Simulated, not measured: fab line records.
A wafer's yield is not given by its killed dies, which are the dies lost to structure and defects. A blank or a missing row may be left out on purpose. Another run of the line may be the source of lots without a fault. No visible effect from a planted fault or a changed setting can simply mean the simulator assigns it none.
Chamber matching :: flow sky130 :: 3 sister chambers for SKY_LI_CONTACT_HDPCVD_00 on hdpcvd-02
The step deposits PSG, target thk 930 nm, time 155 s. 6 wafers are shown with their chamber, then 8 later ones without.

WAFERS WITH THEIR CHAMBER
wafer: L528.2
chamber: 0
pressureMtorr (mTorr): 6.009
susceptorTempC (C): 600.7

wafer: L529.1
chamber: 0
pressureMtorr (mTorr): 5.998
susceptorTempC (C): 600.0

wafer: L530.6
chamber: 1
pressureMtorr (mTorr): 6.005
susceptorTempC (C): 600.3

wafer: L532.4
chamber: 1
pressureMtorr (mTorr): 5.993
susceptorTempC (C): 600.0

wafer: L532.6
chamber: 2
pressureMtorr (mTorr): 6.008
susceptorTempC (C): 600.1

wafer: L533.1
chamber: 2
pressureMtorr (mTorr): 6.002
susceptorTempC (C): 599.8

WAFERS MISSING THEIR CHAMBER
wafer: L533.2
pressureMtorr (mTorr): 6.007
susceptorTempC (C): 599.9

wafer: L533.3
pressureMtorr (mTorr): 6.004
susceptorTempC (C): 600.0

wafer: L534.1
pressureMtorr (mTorr): 5.991
susceptorTempC (C): 600.3

wafer: L534.4
pressureMtorr (mTorr): 6.001
susceptorTempC (C): 600.1

wafer: L534.5
pressureMtorr (mTorr): 5.999
susceptorTempC (C): 600.3

wafer: L547.1
pressureMtorr (mTorr): 6.002
susceptorTempC (C): 599.8

wafer: L547.3
pressureMtorr (mTorr): 5.989
susceptorTempC (C): 600.0

wafer: L547.5
pressureMtorr (mTorr): 5.990
susceptorTempC (C): 599.8

CHAMBER TAKEN BY EACH
wafer: L533.2
from the rows above: can't be placed: 2 or 1 or 0
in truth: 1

wafer: L533.3
from the rows above: can't be placed: 2 or 1 or 0
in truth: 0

wafer: L534.1
from the rows above: can't be placed: 1 or 0 or 2
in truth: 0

wafer: L534.4
from the rows above: can't be placed: 1 or 2 or 0
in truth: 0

wafer: L534.5
from the rows above: can't be placed: 1 or 0 or 2
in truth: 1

wafer: L547.1
from the rows above: can't be placed: 2 or 1 or 0
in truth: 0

wafer: L547.3
from the rows above: can't be placed: 1 or 2 or 0
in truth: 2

wafer: L547.5
from the rows above: can't be placed: 1 or 2 or 0
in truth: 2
Correct placement for 0 of the 8. Cannot be placed on the basis of these rows: 8; the candidates contain the true chamber in 8. 0 placed wrongly.
How it was worked out, from the rows above alone: a wafer's distance from a chamber is the root of the sum, over the readings, of the square of ((its reading less the chamber's mean) divided by the reading's scatter). If the next closest chamber is less than 2 further off than the closest, the wafer can't be placed; otherwise it belongs to the closest. For every chamber, the mean is computed from those of its wafers that are shown. The scatter is the square root of a quotient: the sum, over the shown wafers, of each reading's squared deviation from its chamber's mean, divided by wafers minus chambers.
